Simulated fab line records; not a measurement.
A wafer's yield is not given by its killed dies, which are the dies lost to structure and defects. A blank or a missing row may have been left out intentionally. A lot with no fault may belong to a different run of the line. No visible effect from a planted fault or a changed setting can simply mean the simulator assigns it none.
Which of the tools did it? ; flow sky130 ; 12 lots with 36 wafers sampled at 4 steps, on a route of 708 steps

WHAT THE GAUGES SHOWED, per wafer
SKY_VT_ADJUST_HVTR_TW_MEAS_11.
lot;measured;on;VT_ADJUST_HVTR_TW
L164;day 10 19:14;filmMetro-04;212.5 213.0 214.0
L165;day 10 20:20;filmMetro-04;214.1 215.0 214.4
L166;day 11 06:38;filmMetro-04;213.3 213.4 213.8
L172;day 13 00:14;filmMetro-04;212.9 211.4 212.7
L173;day 13 08:22;filmMetro-01;207.9 208.6 208.9
L174;day 13 13:28;filmMetro-04;225.2 226.1 225.9
L175;day 13 21:46;filmMetro-04;226.7 225.6 225.3
L176;day 14 03:27;filmMetro-04;211.1 210.6 211.0
L178;day 14 22:37;filmMetro-01;210.1 210.3 209.0
L181;day 15 20:52;filmMetro-02;210.5 211.0 209.6
L183;day 16 05:37;filmMetro-01;208.5 209.0 208.8
L184;day 16 13:39;filmMetro-01;208.1 209.9 210.1

SKY_VT_ADJUST_PCH_OVL_MEAS_07.
lot;measured;on;VT_ADJUST_PCH_OVL (nm)
L164;day 11 20:16;overlay-01;-0.9 -2.4 -1.0
L165;day 11 20:55;overlay-02;0.4 -0.4 -0.2
L166;day 12 06:27;overlay-01;-0.2 0.2 1.8
L172;day 14 01:37;overlay-02;-1.1 -2.6 -1.1
L173;day 14 10:16;overlay-01;-0.1 -2.4 -2.1
L174;day 14 16:01;overlay-01;-3.9 -1.5 -0.7
L175;day 15 00:25;overlay-02;-1.7 -1.3 -1.7
L176;day 15 05:52;overlay-01;2.4 1.9 0.6
L178;day 16 01:28;overlay-02;-0.4 -0.5 -2.6
L181;day 17 00:55;overlay-01;-1.2 -1.1 -1.3
L183;day 17 15:16;overlay-02;-2.3 -0.8 0.6
L184;day 17 18:36;overlay-02;-1.8 -0.5 0.6

SKY_SONOS_TUNNEL_OVL_MEAS_08.
lot;measured;on;SONOS_TUNNEL_OVL (nm)
L164;day 12 20:10;overlay-02;0.8 1.8 1.4
L165;day 12 20:29;overlay-02;-0.2 0.0 -0.6
L166;day 13 06:58;overlay-02;0.3 0.8 1.2
L172;day 15 03:37;overlay-01;-2.2 0.3 0.7
L173;day 15 13:08;overlay-01;-0.1 -0.7 -1.9
L174;day 15 18:46;overlay-01;-0.3 -0.9 -0.9
L175;day 16 03:13;overlay-01;0.6 -0.8 0.4
L176;day 16 09:31;overlay-02;-0.4 0.6 -1.0
L178;day 17 06:07;overlay-01;1.3 1.1 -0.6
L181;day 18 02:47;overlay-02;-0.5 -0.2 -0.6
L183;day 18 18:50;overlay-02;0.7 2.4 2.4
L184;day 19 01:26;overlay-02;-2.2 -1.9 -1.1

WHICH TOOL RAN EACH LOT (tool, then ch and the chambers of the sampled wafers, then the start)
lot;SKY_VT_ADJUST_HVTR_IMPLANT_09
L164;implanter-01 ch 0, day 10 18:59
L165;implanter-03 ch 0, day 10 20:08
L166;implanter-01 ch 0, day 11 06:19
L172;implanter-01 ch 0, day 13 00:00
L173;implanter-02 ch 0, day 13 08:07
L174;implanter-01 ch 0, day 13 13:13
L175;implanter-01 ch 0, day 13 21:32
L176;implanter-02 ch 0, day 14 03:12
L178;implanter-02 ch 0, day 14 22:23
L181;implanter-03 ch 0, day 15 20:38
L183;implanter-02 ch 0, day 16 05:23
L184;implanter-03 ch 0, day 16 13:24
- SKY_VT_ADJUST_HVTR_IMPLANT_09

WHAT THE TOOLS THEMSELVES READ (means of the sampled wafers that have a number; where no wafer has one, the mark that the record gives instead)
SKY_VT_ADJUST_HVTR_IMPLANT_09.
lot;tool;beamOnS (s);doseIonsCm2;endStationPressureTorr (Torr);faradayCurrentUA
L164;implanter-01;9.99;2.1036e+12;4.82e-06;11.87
L165;implanter-03;10.20;2.1007e+12;4.75e-06;11.61
L166;implanter-01;9.69;2.0991e+12;5.26e-06;12.19
L172;implanter-01;9.80;2.1027e+12;5.01e-06;12.08
L173;implanter-02;10.05;2.1011e+12;5.23e-06;11.79
L174;implanter-01;12.51;2.1043e+12;1.12e-04;9.55
L175;implanter-01;12.38;2.0992e+12;1.09e-04;9.65
L176;implanter-02;10.01;2.1031e+12;4.87e-06;11.85
L178;implanter-02;9.92;2.0993e+12;5.02e-06;11.89
L181;implanter-03;9.77;2.1019e+12;4.94e-06;12.09
L183;implanter-02;10.03;2.1000e+12;5.44e-06;11.82
L184;implanter-03;10.08;2.0990e+12;4.92e-06;11.77

THE ANSWER, worked out from the rows above alone
Rule: what is usual is taken from the lots themselves. The widest of any qualifying gaps counts: lots, ordered by their means at a reading, are off when they make up no more than a third of the lots, leave a main group of 4 or more, and stand apart from it by 3 or more times the standard deviation of that group's means. The tables above print the reading to a certain number of digits; a main group whose means all agree to those digits is not used. A lot without any number at a reading at which 4 lots or more have one is off too. The other lots that the step has rows for count as sound. The gauges are gone through in route order, then the tools' own readings, and for those a lot's mean is taken as printed above. The first step at which some lot is off is used, and at that step the reading that is off furthest; a lot without a number counts as furthest.
Off: at SKY_VT_ADJUST_HVTR_TW_MEAS_11 (VT_ADJUST_HVTR_TW), L174, L175. For the main group the mean is 211.1 and the standard deviation 2.
A tool fits if, at a process step before that reading, it ran every lot that is off, and no sound lot after the first of them. Not tried: the gauges at SKY_VT_ADJUST_HVTR_TW_MEAS_11; whatever is off there is also off at SKY_VT_ADJUST_HVTR_IMPLANT_09, on other tools, and gauge error can't account for it. One fits: implanter-01 at SKY_VT_ADJUST_HVTR_IMPLANT_09. A fault onset in the window from L172 (day 13 00:00, its last sound lot) to L174 (day 13 13:13, its first lot off) fits.
The tool's own readings at SKY_VT_ADJUST_HVTR_IMPLANT_09 bear it out: on the lots that are off they differ by more than 5 times the standard deviation of the sound lots' means. beamOnS reads 12.45 s there against 9.95 s on the sound lots; endStationPressureTorr reads 1.11e-04 Torr there against 5.03e-06 Torr on the sound lots; faradayCurrentUA reads 9.60 there against 11.90 on the sound lots.

WHAT WAS PUT IN BY THE SIMULATOR
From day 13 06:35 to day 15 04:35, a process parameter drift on implanter-01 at SKY_VT_ADJUST_HVTR_IMPLANT_09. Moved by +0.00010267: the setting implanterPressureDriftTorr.
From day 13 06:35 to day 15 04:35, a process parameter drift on implanter-01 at SKY_VT_ADJUST_HVTR_IMPLANT_09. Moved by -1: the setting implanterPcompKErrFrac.
Shown lots that were struck: L174, L175. The rule above reached the same finding.
